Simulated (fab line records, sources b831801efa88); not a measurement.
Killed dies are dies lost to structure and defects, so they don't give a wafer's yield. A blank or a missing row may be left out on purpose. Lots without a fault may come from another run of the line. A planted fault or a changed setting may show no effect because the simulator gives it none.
fab line records | flow sky130
record lots=13 wafers=39 last_day=49
route steps=708 shown FIELD_ISO@5 GATE_OXIDE@188 LI_CONTACT@363 CONTACT@421 PAD_OPEN@708
lots that met no fault: from a run of the same line without faults
start_h: hours from the record's first day to the start of the lot's first wafer shown | wait_h: hours since the lot's step before | " the same as in the row above | L1.1+2: a row that stands for several wafers | - no value, or no start given | * or withheld: withheld | < > ~ a bound
route shown NAME@n: a module of which the file shows steps, and the number in the route of the first | usual: mean/standard deviation of fault-free wafers | same: alike in all rows | chamber/n: place in a boat | sites: the reading at each site | _std_site: their standard deviation | _edge_site: outer sites' mean less inner sites' | radius_mm: how far each site lies from the wafer's centre | mask NAME#n: copy n | behind: the tool/chamber that last shaped the wafer | hold: why the lot was held/for how many hours/how that ended | device: the transistor (n, p or np) that didn't switch | end of line: the same wafers' tests at the end of the route | a step without rows: its recipe alone | killed: dies lost to structure and defects at the first sort, not the wafer's yield | map: a wafer's dies, x killed, . not, _ none there
set.NAME: the setting as run; set.NAME@STEP: as run at that earlier step | model.NAME: the simulator's own value behind a step, which no gauge read
steps of the route over a sample of lots; a table a step, a row a wafer
services: from which hour (start_h, from the record's first day; less than 0 if before it) a tool's chamber was out of use, for how many hours, and why
## steps
# step SKY_FIELD_ISO_THK_MEAS_04
# recipe reads=Si3N4_of_FIELD_ISO_CVD_03
# usual FIELD_ISO_CVD_03_THK=164.6/1.6
# columns lot.wafer tool chamber start_h wait_h FIELD_ISO_CVD_03_THK[nm]
L365.1 film_metro-02 - 19.83 0.0 167.3
L365.3 " - " " 165.7
L365.5 " - " " 164.6
L366.3 film_metro-04 - 23.50 0.0 163.4
L366.4 " - " " 163.8
L366.6 " - " " 163.3
L367.1 film_metro-04 - 29.68 0.0 160.3
L367.5 " - " " 163.0
L367.6 " - " " 160.5
L368.2 film_metro-01 - 37.24 0.0 161.1
L368.3 " - " " 161.4
L368.6 " - " " 160.5
L369.3 film_metro-02 - 43.28 0.0 165.7
L369.4 " - " " 166.2
L369.5 " - " " 167.5
L370.3 film_metro-01 - 46.54 0.0 166.1
L370.5 " - " " 166.3
L370.6 " - " " 167.7
L371.2 film_metro-01 - 51.42 0.0 165.7
L371.5 " - " " 166.0
L371.6 " - " " 164.9
L373.1 film_metro-01 - 58.95 0.0 164.7
L373.4 " - " " 162.9
L373.6 " - " " 163.2
L375.1 film_metro-02 - 68.88 0.0 163.4
L375.2 " - " " 163.0
L375.6 " - " " 164.5
L376.2 film_metro-01 - 75.14 0.0 166.1
L376.4 " - " " 166.4
L376.6 " - " " 166.7
L377.2 film_metro-04 - 80.37 0.0 164.3
L377.5 " - " " 163.2
L377.6 " - " " 165.3
L378.1 film_metro-02 - 85.01 0.0 163.9
L378.2 " - " " 164.1
L378.3 " - " " 163.6
L381.1 film_metro-04 - 98.66 0.0 162.7
L381.2 " - " " 161.1
L381.3 " - " " 163.0
# step SKY_GATE_OXIDE_OXIDATION_01
# recipe temp_c=900 ambient=O2 stabilise_s=600 purge_s=300 target_thk_a=102.68 ox_time_s=1473
# usual spike_tc_bottom_C=916.4/2.9
# same ox_time_s=1473
# columns lot.wafer tool chamber start_h wait_h spike_tc_bottom_C
L365.1 furnace-01 0 295.06 0.3 911.1
L365.3 " 0 " " 911.7
L365.5 " 0 " " 911.9
L366.3 furnace-01 0 303.70 0.0 913.1
L366.4 " 0 " " 910.8
L366.6 " 0 " " 911.5
L367.1 furnace-01 0 306.63 1.2 910.1
L367.5 " 0 " " 913.5
L367.6 " 0 " " 912.5
L368.2 furnace-01 0 314.06 0.0 913.1
L368.3 " 0 " " 912.7
L368.6 " 0 " " 911.8
L369.3 furnace-02 0 321.82 2.1 918.6
L369.4 " 0 " " 917.7
L369.5 " 0 " " 918.4
L370.3 furnace-02 0 330.37 0.7 918.7
L370.5 " 0 " " 919.8
L370.6 " 0 " " 919.4
L371.2 furnace-02 0 340.03 0.9 916.9
L371.5 " 0 " " 918.5
L371.6 " 0 " " 919.8
L373.1 furnace-02 0 350.15 0.9 918.1
L373.4 " 0 " " 917.7
L373.6 " 0 " " 918.7
L375.1 furnace-02 0 368.56 0.0 917.6
L375.2 " 0 " " 918.7
L375.6 " 0 " " 916.8
L376.2 furnace-02 0 383.19 1.7 918.9
L376.4 " 0 " " 919.1
L376.6 " 0 " " 917.8
L377.2 furnace-02 0 383.19 0.1 917.9
L377.5 " 0 " " 918.5
L377.6 " 0 " " 917.1
L377.2 furnace-01 0 385.50 0.9 911.9
L377.5 " 0 " " 912.0
L377.6 " 0 " " 912.4
L378.1 furnace-02 0 393.06 0.0 917.4
L378.2 " 0 " " 919.2
L378.3 " 0 " " 918.4
L381.1 furnace-02 0 418.50 3.4 918.0
L381.2 " 0 " " 919.4
L381.3 " 0 " " 916.7
L381.1 furnace-01 0 420.40 0.5 912.6
L381.2 " 0 " " 912.4
L381.3 " 0 " " 913.5
# step SKY_GATE_OXIDE_THK_MEAS_02
# recipe reads=SiO2_of_GATE_OXIDE_OXIDATION_01
# usual GATE_OXIDE_OXIDATION_00_THK=10.17/0.22
# columns lot.wafer tool chamber start_h wait_h GATE_OXIDE_OXIDATION_00_THK[nm]
L365.1 film_metro-03 - 296.47 0.0 10.15
L365.3 " - " " 10.17
L365.5 " - " " 10.19
L366.3 film_metro-03 - 305.13 0.0 10.53
L366.4 " - " " 10.33
L366.6 " - " " 10.42
L367.1 film_metro-03 - 308.04 0.0 10.26
L367.5 " - " " 10.33
L367.6 " - " " 10.35
L368.2 film_metro-04 - 315.48 0.0 10.22
L368.3 " - " " 10.17
L368.6 " - " " 10.05
L369.3 film_metro-02 - 323.25 0.0 10.08
L369.4 " - " " 10.14
L369.5 " - " " 10.17
L370.3 film_metro-02 - 331.80 0.0 9.99
L370.5 " - " " 10.34
L370.6 " - " " 10.14
L371.2 film_metro-04 - 341.45 0.0 9.91
L371.5 " - " " 9.74
L371.6 " - " " 9.83
L373.1 film_metro-02 - 351.56 0.0 10.18
L373.4 " - " " 10.12
L373.6 " - " " 10.03
L375.1 film_metro-03 - 369.97 0.0 10.04
L375.2 " - " " 9.90
L375.6 " - " " 10.17
L376.2 film_metro-02 - 384.61 0.0 9.75
L376.4 " - " " 9.88
L376.6 " - " " 9.86
L377.2 film_metro-04 - 387.08 0.2 16.96
L377.5 " - " " 17.27
L377.6 " - " " 16.84
L378.1 film_metro-03 - 394.47 0.0 9.96
L378.2 " - " " 9.98
L378.3 " - " " 9.92
L381.1 film_metro-02 - 421.81 0.0 16.68
L381.2 " - " " 16.49
L381.3 " - " " 16.36
# step SKY_LI_CONTACT_THK_MEAS_01
# recipe reads=PSG_of_LI_CONTACT_HDPCVD_00
# usual LI_CONTACT_HDPCVD_THK=933/12
# columns lot.wafer tool chamber start_h wait_h LI_CONTACT_HDPCVD_THK[nm]
L365.1 film_metro-04 - 663.45 0.1 932
L365.3 " - " " 946
L365.5 " - " " 948
L366.3 film_metro-03 - 670.97 0.1 915
L366.4 " - " " 919
L366.6 " - " " 930
L367.1 film_metro-04 - 673.09 0.1 941
L367.5 " - " " 933
L367.6 " - " " 928
L368.2 film_metro-01 - 681.82 0.1 938
L368.3 " - " " 928
L368.6 " - " " 930
L369.3 film_metro-03 - 691.28 0.1 928
L369.4 " - " " 933
L369.5 " - " " 930
L370.3 film_metro-03 - 699.78 0.1 932
L370.5 " - " " 932
L370.6 " - " " 941
L371.2 film_metro-01 - 711.92 0.1 947
L371.5 " - " " 943
L371.6 " - " " 943
L373.1 film_metro-01 - 719.66 0.1 925
L373.4 " - " " 930
L373.6 " - " " 924
L375.1 film_metro-04 - 735.01 0.1 913
L375.2 " - " " 924
L375.6 " - " " 928
L376.2 film_metro-04 - 748.78 0.1 930
L376.4 " - " " 927
L376.6 " - " " 940
L377.2 film_metro-04 - 749.67 0.1 915
L377.5 " - " " 908
L377.6 " - " " 919
L378.1 film_metro-03 - 759.35 0.1 930
L378.2 " - " " 925
L378.3 " - " " 935
L381.1 film_metro-01 - 781.24 0.1 945
L381.2 " - " " 943
L381.3 " - " " 950
# step SKY_CONTACT_OVL_MEAS_15
# usual CONTACT_OVL=-4/4.8
# columns lot.wafer tool chamber start_h wait_h CONTACT_OVL[nm]
L365.1 overlay-01 - 749.71 0.1 11
L365.3 " - " " 8
L365.5 " - " " 4
L366.3 overlay-02 - 757.02 0.1 7
L366.4 " - " " 3
L366.6 " - " " 4
L367.1 overlay-01 - 759.06 0.1 -2
L367.5 " - " " 6
L367.6 " - " " -9
L368.2 overlay-02 - 767.70 0.1 -7
L368.3 " - " " -11
L368.6 " - " " -7
L369.3 overlay-01 - 776.65 0.1 -3
L369.4 " - " " -1
L369.5 " - " " -4
L370.3 overlay-01 - 785.35 0.1 3
L370.5 " - " " -3
L370.6 " - " " 7
L371.2 overlay-02 - 796.96 0.1 -7
L371.5 " - " " -2
L371.6 " - " " 3
L373.1 overlay-02 - 804.31 0.1 -2
L373.4 " - " " 1
L373.6 " - " " -2
L375.1 overlay-01 - 818.06 0.1 1
L375.2 " - " " -5
L375.6 " - " " -2
L376.2 overlay-01 - 832.07 0.1 -5
L376.4 " - " " -3
L376.6 " - " " -3
L377.2 overlay-02 - 833.22 0.1 -4
L377.5 " - " " -9
L377.6 " - " " -6
L378.1 overlay-01 - 841.96 0.1 -1
L378.2 " - " " -8
L378.3 " - " " -5
L381.1 overlay-02 - 864.06 0.1 5
L381.2 " - " " 1
L381.3 " - " " -7
# step SKY_PAD_OPEN_PROBE_99
# usual killed_at_M0_to_M3=44/7 killed_at_M4_up=3.1/1.8 killed_at_contacts=25/5.1 killed_at_front_end=15/4.3 killed_at_other=0.3/0.61 killed_dies=87/9.8 killed_on_rim=17/3.9 killed_open=48/7 killed_short=38/6.3
# same gross_dies=492 killed_at_back_side=0
# columns lot.wafer tool chamber start_h wait_h killed_at_M0_to_M3 killed_at_M4_up killed_at_contacts killed_at_front_end killed_at_other killed_dies killed_on_rim killed_open killed_short
L366.3 prober-02 - 1091.94 0.2 49 1 26 9 0 85 20 49 36
L366.4 prober-02 - 1091.99 0.2 33 4 29 11 0 77 18 41 35
L366.6 prober-02 - 1092.09 0.2 36 2 18 16 0 72 13 37 35
L368.2 prober-02 - 1100.22 0.1 42 4 24 20 0 90 20 49 41
L368.3 prober-02 - 1100.27 0.2 30 3 22 14 0 69 9 35 34
L368.6 prober-02 - 1100.42 0.2 47 2 19 11 2 81 11 40 41
L370.3 prober-02 - 1114.17 0.2 34 2 26 18 1 81 21 48 33
L370.5 prober-02 - 1114.27 0.2 45 5 21 17 1 89 13 48 41
L370.6 prober-02 - 1114.32 0.2 51 7 19 16 0 93 17 55 37
L371.2 prober-01 - 1122.34 0.1 43 5 26 16 0 90 17 45 44
L371.5 prober-01 - 1122.49 0.2 51 4 23 15 0 93 18 42 50
L371.6 prober-01 - 1122.54 0.2 46 3 20 23 0 92 16 59 31
L377.2 prober-01 - 1150.92 0.1 42 3 35 16 1 97 22 49 48
L377.5 prober-01 - 1151.07 0.2 42 4 28 12 0 86 19 47 39
L377.6 prober-01 - 1151.12 0.2 44 5 23 16 0 88 9 56 32
L381.1 prober-01 - 1170.74 0.1 36 1 31 17 0 85 17 41 43
L381.2 prober-01 - 1170.79 0.1 44 6 25 22 1 98 13 54 44
L381.3 prober-01 - 1170.84 0.2 48 2 25 19 0 94 18 54 39
# killed by level:class
L366.3 LI_CONTACT:geometric_particle:open=12 VIA1:geometric_particle:open=12 METAL2:geometric_particle:short=6 VIA2:geometric_particle:open=6 VIA3:geometric_particle:open=6 LOCAL_INTERCONNECT:geometric_particle:short=5 VIA3:geometric_particle:short=5 POLY_GATE:geometric_particle:open=4
L366.4 LOCAL_INTERCONNECT:geometric_particle:short=8 VIA1:geometric_particle:open=7 LI_CONTACT:geometric_particle:open=6 CONTACT:geometric_particle:open=6 VIA2:geometric_particle:open=5 VIA3:geometric_particle:open=5 METAL1:geometric_particle:open=4 METAL1:geometric_particle:short=4
L366.6 VIA1:geometric_particle:open=11 LI_CONTACT:geometric_particle:open=7 FIELD_ISO:geometric_particle:short=6 METAL1:geometric_particle:short=4 METAL2:geometric_particle:short=4 VIA3:geometric_particle:open=4 LOCAL_INTERCONNECT:geometric_particle:open=3 POLY_GATE:geometric_particle:short=3
L368.2 CONTACT:geometric_particle:open=11 VIA1:geometric_particle:open=9 FIELD_ISO:geometric_particle:open=7 METAL1:geometric_particle:short=7 VIA2:geometric_particle:open=6 CONTACT:geometric_particle:short=6 LI_CONTACT:geometric_particle:open=5 VIA3:geometric_particle:open=5
L368.3 CONTACT:geometric_particle:open=10 LI_CONTACT:geometric_particle:open=6 METAL1:geometric_particle:short=6 METAL2:geometric_particle:short=5 VIA3:geometric_particle:open=5 VIA2:geometric_particle:open=4 VIA3:geometric_particle:short=4 FIELD_ISO:geometric_particle:short=3
L368.6 VIA1:geometric_particle:open=11 CONTACT:geometric_particle:open=9 VIA3:geometric_particle:open=8 POLY_GATE:geometric_particle:short=6 VIA2:geometric_particle:short=6 METAL1:geometric_particle:short=5 VIA1:geometric_particle:short=5 LI_CONTACT:geometric_particle:open=4
L370.3 CONTACT:geometric_particle:open=10 VIA1:geometric_particle:open=9 VIA2:geometric_particle:open=7 LOCAL_INTERCONNECT:geometric_particle:short=6 FIELD_ISO:geometric_particle:open=5 LI_CONTACT:geometric_particle:open=5 METAL1:geometric_particle:short=5 POLY_GATE:geometric_particle:open=4
L370.5 VIA1:geometric_particle:open=12 CONTACT:geometric_particle:open=9 VIA3:geometric_particle:short=7 VIA2:geometric_particle:open=6 POLY_GATE:geometric_particle:short=5 LI_CONTACT:geometric_particle:open=5 METAL4:geometric_particle:short=4 FIELD_ISO:geometric_particle:short=4
L370.6 VIA1:geometric_particle:open=16 VIA3:geometric_particle:open=10 CONTACT:geometric_particle:open=8 METAL1:geometric_particle:short=6 VIA2:geometric_particle:open=6 FIELD_ISO:geometric_particle:short=5 LI_CONTACT:geometric_particle:open=5 METAL4:geometric_particle:short=5
L371.2 VIA1:geometric_particle:open=10 LI_CONTACT:geometric_particle:open=8 CONTACT:geometric_particle:open=7 METAL2:geometric_particle:short=7 FIELD_ISO:geometric_particle:short=5 FIELD_ISO:geometric_particle:open=5 LOCAL_INTERCONNECT:geometric_particle:short=5 VIA3:geometric_particle:open=5
L371.5 VIA1:geometric_particle:open=11 VIA2:geometric_particle:open=8 CONTACT:geometric_particle:open=6 VIA1:geometric_particle:short=6 VIA2:geometric_particle:short=5 LI_CONTACT:geometric_particle:open=5 METAL2:geometric_particle:short=5 VIA3:geometric_particle:short=5
L371.6 VIA1:geometric_particle:open=15 CONTACT:geometric_particle:open=8 VIA2:geometric_particle:open=7 FIELD_ISO:geometric_particle:short=6 POLY_GATE:geometric_particle:open=6 LI_CONTACT:geometric_particle:open=6 FIELD_ISO:geometric_particle:open=5 METAL2:geometric_particle:short=5
L377.2 LI_CONTACT:geometric_particle:open=12 CONTACT:geometric_particle:open=12 METAL1:geometric_particle:short=8 VIA1:geometric_particle:open=7 CONTACT:geometric_particle:short=6 VIA3:geometric_particle:open=6 VIA2:geometric_particle:open=5 POLY_GATE:geometric_particle:short=5
L377.5 CONTACT:geometric_particle:open=10 LI_CONTACT:geometric_particle:open=9 CONTACT:geometric_particle:short=8 VIA3:geometric_particle:open=7 METAL2:geometric_particle:short=7 VIA1:geometric_particle:open=6 FIELD_ISO:geometric_particle:open=5 VIA1:geometric_particle:short=5
L377.6 VIA1:geometric_particle:open=11 VIA1:geometric_particle:short=7 VIA3:geometric_particle:open=7 POLY_GATE:geometric_particle:open=6 LI_CONTACT:geometric_particle:open=6 CONTACT:geometric_particle:open=6 METAL1:geometric_particle:short=5 VIA2:geometric_particle:open=5
L381.1 CONTACT:geometric_particle:open=13 CONTACT:geometric_particle:short=7 VIA2:geometric_particle:open=6 LI_CONTACT:geometric_particle:open=5 METAL1:geometric_particle:short=5 POLY_GATE:geometric_particle:short=5 VIA1:geometric_particle:open=5 METAL3:geometric_particle:short=5
L381.2 FIELD_ISO:geometric_particle:open=9 VIA2:geometric_particle:open=8 LI_CONTACT:geometric_particle:open=7 VIA3:geometric_particle:open=7 POLY_GATE:geometric_particle:open=6 LOCAL_INTERCONNECT:geometric_particle:short=6 VIA1:geometric_particle:open=6 CONTACT:geometric_particle:open=5
L381.3 VIA1:geometric_particle:open=13 VIA2:geometric_particle:open=10 FIELD_ISO:geometric_particle:short=7 LOCAL_INTERCONNECT:geometric_particle:short=6 CONTACT:geometric_particle:open=6 VIA3:geometric_particle:open=6 LI_CONTACT:geometric_particle:open=5 METAL2:geometric_particle:short=5
## services
# columns tool chamber start_h hours kind
furnace-02 - 293.51 1.9 pm
furnace-01 - 319.83 2.6 pm
furnace-02 - 365.02 3.3 pm
## key
first_sign step=SKY_GATE_OXIDE_OXIDATION_01 reading=visit direction=added
effect step=SKY_GATE_OXIDE_THK_MEAS_02 reading=GATE_OXIDE_OXIDATION_00_THK direction=up sigmas=29 usual=10.17 struck=16.77
met_at SKY_GATE_OXIDE_OXIDATION_01
struck_lots L377,L381
tester_left_out L377,L381
not_acting_at SKY_FIELD_ISO_THK_MEAS_04,SKY_LI_CONTACT_THK_MEAS_01,SKY_CONTACT_OVL_MEAS_15
fault kind=repeated_step_whole tool=furnace-01,furnace-02 chamber=- onset_h=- steps=SKY_GATE_OXIDE_OXIDATION_01 times=1 scope=struck_lots_only
# tester_left_out: of these lots the tester's yield and bins aren't shown, on N5 and GAA mostly nor the transistor test; their killed dies are dies lost to structure and defects alone, not to doping, threshold or leakage, so they don't give the yield
